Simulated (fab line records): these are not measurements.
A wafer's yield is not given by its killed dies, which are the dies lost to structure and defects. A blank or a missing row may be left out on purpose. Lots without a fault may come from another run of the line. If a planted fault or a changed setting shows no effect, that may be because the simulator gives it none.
A lot that was struck, set against a sound lot -- flow sky130 -- 43 steps out of a route of 708
Sound: wafers L975.2, L975.4, L975.5. The struck wafers were L972.1, L972.2, L972.5. The cause is named last.
Order at every step that has rows: each side's tool, ch and its chambers, its first start. Under that, the readings that differ: sound wafers -- struck wafers -- difference of the means -- sigmas: that difference in standard deviations of wafers without a fault.
alike: readings with means less than 2 such deviations apart, plus words and numbers identical on both sides. not compared: withheld readings, readings lacking a value on some wafer, bounds such as >300 that could conceal the same value, and numbers that have no deviation in the record and whose values overlap.
The two part at a step that has a row with sigmas, a row that says differs or no value, or rows on one side only. When numbers do not overlap yet have no deviation, they are printed without sigmas and do not part them. Lack of a reading on every wafer of one side parts them only where that side has two or more wafers.

SKY_CONTACT_OVL_MEAS_15:
  sound on overlay-01 at day 36 07:53; struck on overlay-01 at day 35 10:25
  alike: CONTACT_OVL
then, 1 step without rows for these wafers: SKY_CONTACT_ETCH_16 (etches BARC in N2/H2, stops on SiO2, time 45.9 s, target depth 60 nm).
SKY_CONTACT_ETCH_17: etches SiO2 in C4F8/O2/Ar, stops on Si3N4, target depth 340 nm.
  sound on rie_diel-03 ch 1,2, day 36 07:58; struck on rie_diel-03 ch 0,1, day 35 10:29
  alike: oes_product_au
then, 7 steps without rows for these wafers: SKY_CONTACT_ETCH_18 (etches Si3N4 in CHF3/O2, stops on TiN, time 39 s, target depth 75 nm); SKY_CONTACT_STRIP_19 (strips in O2/N2); SKY_CONTACT_STRIP_20 (strips in post etch residue remover, time 1200 s); SKY_CONTACT_CLEAN_21 (cleans in IPA, time 180 s); SKY_CONTACT_CLEAN_22 (cleans in O3/DIW); SKY_CONTACT_SPUTTER_23 (material TiN, target thk 20 nm, time 80 s); SKY_CONTACT_CVD_24 (deposits W, target thk 340 nm, time 102.12 s).
SKY_CONTACT_RS_MEAS_25: the measuring method here is four-point-probe.
  sound on film_metro-02 at day 36 09:11; struck on film_metro-03 at day 35 11:20
  alike: CONTACT_W_RS
SKY_CONTACT_THK_MEAS_26: measures by xrf.
  sound on film_metro-02 at day 36 09:18; struck on film_metro-03 at day 35 11:28
  alike: CONTACT_W_THK
SKY_CONTACT_CMP_27: polishes, stops on SiO2, t overpolish 15 s, target thk 0 nm.
  sound on cmp-01 ch 0,1,2, day 36 09:27; struck on cmp-02 ch 1,2,3, day 35 11:37
  alike: edge_zone_pressure_frac, motor_current_A, overpolish_run_s, platen_rpm, time_to_endpoint_s
SKY_METAL1_SPUTTER_00: material Ti, target thk 15 nm, time 10 s.
  sound on pvd_sputter-04 at day 36 09:39; struck on pvd_sputter-01 at day 35 11:49
  alike: throttle_valve_pct
then, 2 steps without rows for these wafers: SKY_METAL1_SPUTTER_01 (material TiN, target thk 20 nm, time 16.7 s); SKY_METAL1_SPUTTER_02 (material AlCu, target thk 250 nm, time 13.3 s).
SKY_METAL1_SPUTTER_03: material Ti, target thk 5 nm, time 3.3 s.
  sound on pvd_sputter-04 at day 36 09:44; struck on pvd_sputter-01 at day 35 11:53
  alike: throttle_valve_pct
then, 1 step without rows for these wafers: SKY_METAL1_SPUTTER_04 (material TiN, target thk 70 nm, time 58.3 s).
SKY_METAL1_RS_MEAS_05: the measuring method here is four-point-probe.
  sound on film_metro-03 at day 36 09:49; struck on film_metro-03 at day 35 11:58
  alike: METAL1_ALCU_RS
SKY_METAL1_THK_MEAS_06: measures by xrf.
  sound on film_metro-03 at day 36 09:56; struck on film_metro-03 at day 35 12:05
  alike: METAL1_ALCU_THK
then, 8 steps without rows for these wafers: SKY_METAL1_DEHYDRATE_07 (time 60 s); SKY_METAL1_HMDS_08 (prime time 60 s); SKY_METAL1_COAT_09 (resist thk 60 nm); SKY_METAL1_COAT_10 (resist thk 450 nm); SKY_METAL1_SOFTBAKE_11 (time 90 s); SKY_METAL1_EXPOSE_12 (exposes mask MM1, target cd 140 nm); SKY_METAL1_PEB_13; SKY_METAL1_DEVELOP_14 (develop time 60 s).
SKY_METAL1_CD_MEAS_15 targets a cd of 140 nm.
  sound on cd_sem-01 at day 37 11:44; struck on cd_sem-01 at day 36 13:38
  alike: cd_nm
SKY_METAL1_OVL_MEAS_16:
  sound on overlay-02 at day 37 11:50; struck on overlay-01 at day 36 13:46
  alike: METAL1_OVL
SKY_METAL1_DESCUM_17: chemistry O2, time 8 s.
  sound on rie_metal-03 ch 1, day 37 11:52; struck on rie_metal-01 ch 0,1, day 36 13:48
  alike: drypump_motor_current_A, oes_product_au
  not compared: rf_hours_counter_h
then, 7 steps without rows for these wafers: SKY_METAL1_ETCH_18 (etches BARC in N2/H2, stops on SiO2, time 45.9 s, target depth 60 nm); SKY_METAL1_METAL_ETCH_19 (etches the open film in Cl2/BCl3, stops on SiO2, target depth 360 nm, time 78 s); SKY_METAL1_STRIP_20 (strips in O2/N2); SKY_METAL1_STRIP_21 (strips in post etch residue remover, time 1200 s); SKY_METAL1_CLEAN_22 (cleans in IPA, time 180 s); SKY_METAL1_CLEAN_23 (cleans in O3/DIW); SKY_VIA1_HDPCVD_00 (deposits SiO2, target thk 1030 nm, time 171.7 s).
SKY_VIA1_THK_MEAS_01:
  sound on film_metro-02 at day 37 13:16; struck on film_metro-04 at day 36 14:41
  alike: VIA1_HDPCVD_THK
SKY_VIA1_CMP_02: polishes SiO2.
  sound on cmp-01 ch 0,2,3, day 37 13:22; struck on cmp-02 ch 0,2,3, day 36 14:48
  alike: edge_zone_pressure_frac, motor_current_A, platen_rpm
SKY_VIA1_BOW_MEAS_03:
  sound on film_metro-04 at day 37 13:38; struck on film_metro-02 at day 36 15:03
  alike: VIA1_BOW
then, 1 step without rows for these wafers: SKY_VIA1_DEHYDRATE_04 (time 60 s).
-- the record jumps here: 12 days lie between the struck wafers' starts before and after (it left off in module VIA1 and takes up again in module PAD_OPEN, whose first step shown is number 708 of the route) --
SKY_PAD_OPEN_PROBE_99:
  sound on prober-01 at day 49 02:46; struck on prober-02 at day 48 13:35
reading,sound,struck,difference,sigmas
killed_at_M0_to_M3,52 46 42,30 19 25,-22,-3
killed_at_contacts,21 24 21,277 297 305,+271,+50
killed_dies,93 94 83,323 326 336,+238,+25
killed_on_rim,21 27 16,56 66 61,+40,+10
killed_open,43 58 51,33 25 41,-18,-2
killed_short,50 36 32,21 21 14,-21,-4
  alike: killed_at_M4_up, killed_at_front_end, killed_at_other

WHERE THEY PART
Only at SKY_PAD_OPEN_PROBE_99, within this record.

WHY: whatever the simulator had introduced
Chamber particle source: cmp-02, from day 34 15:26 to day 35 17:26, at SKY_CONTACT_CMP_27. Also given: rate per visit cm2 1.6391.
